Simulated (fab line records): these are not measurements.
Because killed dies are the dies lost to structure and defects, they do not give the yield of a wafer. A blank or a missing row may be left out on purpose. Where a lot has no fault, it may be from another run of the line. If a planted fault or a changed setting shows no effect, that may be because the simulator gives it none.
Shared-tool check -- flow gf180mcu -- Sampled: 11 lots, 33 wafers

WHY THIS WAS OPENED
3 of 11 lots carry a flag on the reading HV_LDD_3_TW at GF_HV_LDD_TW_MEAS_38. No-fault wafers: 1437, standard deviation 14.
Rule: a lot is flagged when every wafer of it that has a number lies more than 4 standard deviations from that mean, or none has a number. As for the other lots, they are considered sound.

lot,measured,on,"HV_LDD_3_TW, wafer by wafer",flag
L519,day 12 02:05,film-metro-02,1526 1528 1524,FLAGGED
L523,day 13 09:34,film-metro-02,1434 1419 1428,
L525,day 14 04:17,film-metro-01,1540 1533 1535,FLAGGED
L528,day 15 00:42,film-metro-02,1532 1551 1537,FLAGGED
L529,day 15 13:13,film-metro-01,1424 1425 1431,
L530,day 15 13:32,film-metro-01,1426 1424 1427,
L532,day 17 03:31,film-metro-04,1451 1441 1451,
L534,day 17 04:46,film-metro-04,1453 1451 1454,
L535,day 17 09:10,film-metro-04,1463 1459 1456,
L538,day 18 16:42,film-metro-04,1443 1457 1445,
L539,day 19 05:31,film-metro-01,1444 1445 1431,
Average over the flagged lots: 1534; offset from the usual +97, equal to +7 standard deviations.

LOT BY LOT: THE TOOL USED
The record holds 3 process steps before the reading, out of a route of 602 steps. Each cell gives the tool, then ch followed by the chambers the sampled wafers passed through, then the start.
lot,flag,GF_POLY_GATE_ETCH_12,GF_HV_LDD_STRIP_22,GF_HV_LDD_IMPLANT_33
L519,FLAGGED,"rie-diel-02 ch 0,2,3, day 9 15:25","plasma-asher-03 ch 0,1, day 11 06:04","implanter-02 ch 0, day 12 01:04"
L523,,"rie-diel-03 ch 0,1,2, day 10 18:13","plasma-asher-03 ch 0,1, day 12 13:04","implanter-01 ch 0, day 13 08:52"
L525,FLAGGED,"rie-diel-02 ch 2,3, day 11 12:46","plasma-asher-04 ch 0,1, day 13 06:19","implanter-02 ch 0, day 14 03:04"
L528,FLAGGED,"rie-diel-02 ch 1,2, day 12 07:31","plasma-asher-03 ch 0,1, day 14 02:57","implanter-03 ch 0, day 14 23:43"
L529,,"rie-diel-03 ch 0,2,3, day 12 18:52","plasma-asher-04 ch 0,1, day 14 14:46","implanter-03 ch 0, day 15 12:31"
L530,,"rie-diel-02 ch 0,1, day 12 19:13","plasma-asher-02 ch 0,1, day 14 14:55","implanter-01 ch 0, day 15 12:52"
L532,,"rie-diel-03 ch 0,3, day 14 05:55","plasma-asher-04 ch 0,1, day 16 03:53","implanter-01 ch 0, day 17 02:51"
L534,,"rie-diel-02 ch 0,1, day 14 07:22","plasma-asher-02 ch 0,1, day 16 04:43","implanter-02 ch 0, day 17 04:05"
L535,,"rie-diel-01 ch 0,1,3, day 14 10:07","plasma-asher-03 ch 0,1, day 16 09:21","implanter-02 ch 0, day 17 08:29"
L538,,"rie-diel-02 ch 0,2,3, day 15 16:39","plasma-asher-02 ch 0,1, day 17 16:57","implanter-02 ch 0, day 18 16:00"
L539,,"rie-diel-02 ch 0,1,3, day 16 04:03","plasma-asher-03 ch 0,1, day 18 04:34","implanter-02 ch 0, day 19 04:50"
What these steps do:
- GF_POLY_GATE_ETCH_12: etches BARC in N2/H2.
- GF_HV_LDD_STRIP_22: strips in O2/N2.
- GF_HV_LDD_IMPLANT_33
- GF_HV_LDD_TW_MEAS_38

FLAGGED AGAINST TOTAL, ONE TOOL AT A TIME (gauges that did the reading follow at the end)
step,tool,lots run,flagged,share of the flagged lots,sound lots run after its first flagged lot
GF_POLY_GATE_ETCH_12,rie-diel-01,1,0,none,-
GF_POLY_GATE_ETCH_12,rie-diel-02,7,3,all,"4 (L530,L534,L538,L539)"
GF_POLY_GATE_ETCH_12,rie-diel-03,3,0,none,-
GF_HV_LDD_STRIP_22,plasma-asher-02,3,0,none,-
GF_HV_LDD_STRIP_22,plasma-asher-03,5,2,some,"3 (L523,L535,L539)"
GF_HV_LDD_STRIP_22,plasma-asher-04,3,1,some,"2 (L529,L532)"
GF_HV_LDD_IMPLANT_33,implanter-01,3,0,none,-
GF_HV_LDD_IMPLANT_33,implanter-02,6,2,some,"4 (L534,L535,L538,L539)"
GF_HV_LDD_IMPLANT_33,implanter-03,2,1,some,1 (L529)
GF_HV_LDD_TW_MEAS_38,film-metro-01,4,1,some,"3 (L529,L530,L539)"
GF_HV_LDD_TW_MEAS_38,film-metro-02,3,2,some,1 (L523)
GF_HV_LDD_TW_MEAS_38,film-metro-04,4,0,none,-

WHAT THE TABLE ALLOWS
In the table, 1 row covers all flagged lots: rie-diel-02 at GF_POLY_GATE_ETCH_12.
- rie-diel-02 at GF_POLY_GATE_ETCH_12 ran 7 lots, 3 of them flagged. Lots that were sound ran on it after the first flagged one (L530, L534, L538, L539); a persistent fault on the entire tool would not allow that.
Every row of the table either missed a flagged lot or ran a sound lot after the first.

WHAT WAS PUT IN BY THE SIMULATOR
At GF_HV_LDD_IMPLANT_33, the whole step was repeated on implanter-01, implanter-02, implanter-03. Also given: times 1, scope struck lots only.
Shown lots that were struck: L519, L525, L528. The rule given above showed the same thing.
